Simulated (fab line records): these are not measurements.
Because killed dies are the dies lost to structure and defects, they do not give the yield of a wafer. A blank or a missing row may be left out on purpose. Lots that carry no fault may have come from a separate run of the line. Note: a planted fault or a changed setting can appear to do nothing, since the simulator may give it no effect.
Chamber matching -- flow gf180mcu -- GF_V2_CMP_04 on cmp-02: 4 sister chambers
The step polishes SiO2. 8 wafers are shown with their chamber, then 12 later ones without.

== WAFERS WITH THEIR CHAMBER ==
wafer,chamber,motor-current-A (A),time-to-endpoint-s (s)
L079.4,1,12.8,78
L084.2,1,13.2,83
L085.3,0,13.5,77
L085.5,0,13.1,84
L086.5,2,11.5,86
L090.2,3,12.3,83
L090.4,2,11.7,86
L090.5,3,12.2,81

== WAFERS MISSING THEIR CHAMBER ==
wafer,motor-current-A (A),time-to-endpoint-s (s)
L091.4,14.2,78
L091.5,11.2,93
L091.6,13.0,83
L093.2,12.3,84
L093.4,11.1,93
L093.5,11.4,92
L095.1,13.6,81
L095.2,11.3,73
L095.6,14.1,90
L097.1,11.0,76
L097.2,13.2,72
L097.3,13.0,73

== EACH ONE'S CHAMBER ==
wafer,from the rows above,in truth
L091.4,can't be placed: 0 or 1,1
L091.5,2,2
L091.6,can't be placed: 1 or 0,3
L093.2,3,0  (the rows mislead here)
L093.4,2,2
L093.5,2,2
L095.1,can't be placed: 0 or 1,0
L095.2,can't be placed: 2 or 3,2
L095.6,can't be placed: 0 or 1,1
L097.1,can't be placed: 2 or 3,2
L097.2,can't be placed: 0 or 1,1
L097.3,can't be placed: 1 or 0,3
Correct placement for 3 of the 12. Cannot be placed on the basis of these rows: 8; the candidates contain the true chamber in 6. Wrongly placed: 1.
How it was worked out, from the rows above alone: a wafer's distance from a chamber is the root of the sum, over the readings, of the square of ((its reading less the chamber's mean) divided by the reading's scatter). If the next closest chamber is less than 2 further off than the closest, the wafer can't be placed; otherwise it belongs to the closest. A chamber's mean is the mean of its shown wafers. How the scatter is found: for the shown wafers, subtract from each reading the mean of its chamber, square and add these, divide the total by (wafers less chambers), then take the root.
